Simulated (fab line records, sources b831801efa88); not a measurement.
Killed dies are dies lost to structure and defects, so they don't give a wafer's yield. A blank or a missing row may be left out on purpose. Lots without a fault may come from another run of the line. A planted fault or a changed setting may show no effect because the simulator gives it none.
One fault seen from 2 desks | flow gf180mcu | each desk has only its own numbers; what lay behind them comes last

THE TOOL OWNER'S DESK: krf_scanner-01
The tool's own readings at GF_V2_EXPOSE_11 (exposes mask Via2, target cd 260 nm): means of the sampled wafers that have a number, for each lot that ran on this tool. A lot is out of limits, marked OUT, if its mean lies more than 4 standard deviations from the usual mean; the brackets give that distance.
Columns: A = exposure_dose_mJ_cm2 at GF_V2_EXPOSE_11, usual 37.99
lot  | first seen here | A
L925 | day 20 08:49    | 38.01
L926 | day 20 12:25    | 38.02
L937 | day 24 19:54    | 37.97
L940 | day 25 20:08    | 38.54 (+14) OUT
L943 | day 26 11:23    | 38.41 (+11) OUT
This desk's finding: out of limits on L940, L943; first on L940, day 25 20:08 (exposure_dose_mJ_cm2 at GF_V2_EXPOSE_11). In limits: L925, L926, L937.

THE METROLOGY DESK
What the gauges read, lot by lot, whatever tool the lot ran on: means of the sampled wafers that have a number. A lot is out of limits, marked OUT, if its mean lies more than 4 standard deviations from the usual mean; the brackets give that distance.
Columns: A = V1_W_THK at GF_V1_THK_MEAS_25, usual 344 nm; B = V2_CVD_00_THK at GF_V2_THK_MEAS_01, usual 601 nm
lot  | first seen here | A   | B
L924 | day 18 03:44    | 340 | 617
L925 | day 18 18:20    | 342 | 601
L926 | day 18 21:43    | 349 | 592
L927 | day 19 11:44    | 340 | 597
L930 | day 20 18:30    | 345 | 607
L933 | day 21 11:12    | 343 | 589
L935 | day 22 20:38    | 349 | 602
L936 | day 22 21:59    | 342 | 603
L937 | day 23 07:53    | 344 | 595
L940 | day 24 09:52    | 342 | 606
L943 | day 25 01:44    | 342 | 600
L946 | day 26 02:29    | 349 | 603
L947 | day 26 10:59    | 338 | 603
This desk's finding: nothing out of limits on any of the 13 lots.

PUT TOGETHER
The tool owner's desk could have raised an alarm at day 25 20:08, on L940, L943.
The metrology desk saw nothing out of limits.
The metrology desk has L940, L943 on record, within its limits.
Of the lots named, all ran GF_V2_EXPOSE_11 on krf_scanner-01.

WHAT THE SIMULATOR HAD PUT IN
Process parameter drift: krf_scanner-01, from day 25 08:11 on, at GF_V2_EXPOSE_11. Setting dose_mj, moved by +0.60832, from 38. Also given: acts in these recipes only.
Lots struck among those shown: L940, L943.
Hours from the fault's start to each desk's first reading out of limits: the tool owner's desk, 12.
